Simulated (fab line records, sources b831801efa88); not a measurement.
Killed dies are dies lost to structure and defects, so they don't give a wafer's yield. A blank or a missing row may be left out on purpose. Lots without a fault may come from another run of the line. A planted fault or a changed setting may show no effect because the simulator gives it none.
Tool commonality check | flow gf180mcu | 13 lots, 39 wafers sampled

WHY IT WAS OPENED
At GF_NWELL_OVL_MEAS_07 the reading NWELL_OVL is flagged on 2 of 13 lots. Wafers without a fault read 0.4 nm, standard deviation 1.4.
Rule: a lot is flagged when every wafer of it that has a number lies more than 4 standard deviations from that mean, or none has a number. The other lots count as sound.

lot  | measured    | on         | NWELL_OVL (nm), wafer by wafer | flag
L608 | day 3 08:05 | overlay-01 | 0.3 0.2 0.8                    |
L609 | day 3 13:14 | overlay-02 | 2.1 1.0 2.4                    |
L610 | day 3 16:52 | overlay-01 | 2.5 0.7 3.3                    |
L611 | day 4 00:41 | overlay-01 | 1.4 0.7 0.2                    |
L612 | day 4 06:23 | overlay-02 | -0.5 -1.0 0.0                  |
L613 | day 4 10:18 | overlay-02 | -1.2 -1.8 0.3                  |
L618 | day 5 15:13 | overlay-01 | 71.0 73.8 71.8                 | FLAGGED
L621 | day 6 08:38 | overlay-02 | 73.6 72.0 70.4                 | FLAGGED
L623 | day 6 17:42 | overlay-01 | 0.4 0.4 0.3                    |
L624 | day 6 22:52 | overlay-02 | -0.2 0.7 -1.4                  |
L626 | day 7 10:17 | overlay-02 | -1.6 -1.6 -1.2                 |
L627 | day 7 15:41 | overlay-01 | 0.1 0.9 1.3                    |
L630 | day 8 08:26 | overlay-02 | 1.0 2.5 1.5                    |
The numbers of the flagged lots are 72.1 nm on average: +71.7 nm against the usual, or +51 standard deviations.

WHICH TOOL RAN EACH LOT
The record holds 1 process step before the reading, out of a route of 602 steps. In each cell: the tool, then ch and the chambers that the sampled wafers went through, then the start.
lot  | flag    | GF_NWELL_EXPOSE_04
L608 |         | iline_stepper-01 ch 0, day 3 01:37
L609 |         | iline_stepper-02 ch 0, day 3 06:58
L610 |         | iline_stepper-02 ch 0, day 3 10:56
L611 |         | iline_stepper-01 ch 0, day 3 18:00
L612 |         | iline_stepper-02 ch 0, day 3 23:56
L613 |         | iline_stepper-02 ch 0, day 4 03:38
L618 | FLAGGED | iline_stepper-01 ch 0, day 5 08:10
L621 | FLAGGED | iline_stepper-01 ch 0, day 6 01:11
L623 |         | iline_stepper-02 ch 0, day 6 10:41
L624 |         | iline_stepper-02 ch 0, day 6 15:02
L626 |         | iline_stepper-02 ch 0, day 7 02:48
L627 |         | iline_stepper-02 ch 0, day 7 08:13
L630 |         | iline_stepper-02 ch 0, day 8 00:13
What these steps do:
- GF_NWELL_EXPOSE_04: exposes mask Nwell, target cd 860 nm.
- GF_NWELL_OVL_MEAS_07

FLAGGED OVER TOTAL, TOOL BY TOOL (the gauges that took the reading come last)
step                 | tool             | lots run | flagged | share of the flagged lots | sound lots run after its first flagged lot
GF_NWELL_EXPOSE_04   | iline_stepper-01 | 4        | 2       | all                       | 0
GF_NWELL_EXPOSE_04   | iline_stepper-02 | 9        | 0       | none                      | -
GF_NWELL_OVL_MEAS_07 | overlay-01       | 6        | 1       | some                      | 2 (L623,L627)
GF_NWELL_OVL_MEAS_07 | overlay-02       | 7        | 1       | some                      | 3 (L624,L626,L630)

WHAT THE TABLE ALLOWS
1 row of the table ran every flagged lot: iline_stepper-01 at GF_NWELL_EXPOSE_04.
- iline_stepper-01 at GF_NWELL_EXPOSE_04: 2 of its 4 lots flagged. Its last sound lot is L611 (day 3 18:00), its first flagged lot L618 (day 5 08:10): a fault that began between those two fits.
One tool is left: iline_stepper-01 at GF_NWELL_EXPOSE_04.

WHAT THE SIMULATOR HAD PUT IN
Scanner matching overlay: iline_stepper-01, from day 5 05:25 on, at GF_NWELL_EXPOSE_04. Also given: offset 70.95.
Lots struck among those shown: L618, L621. The rule above found the same.
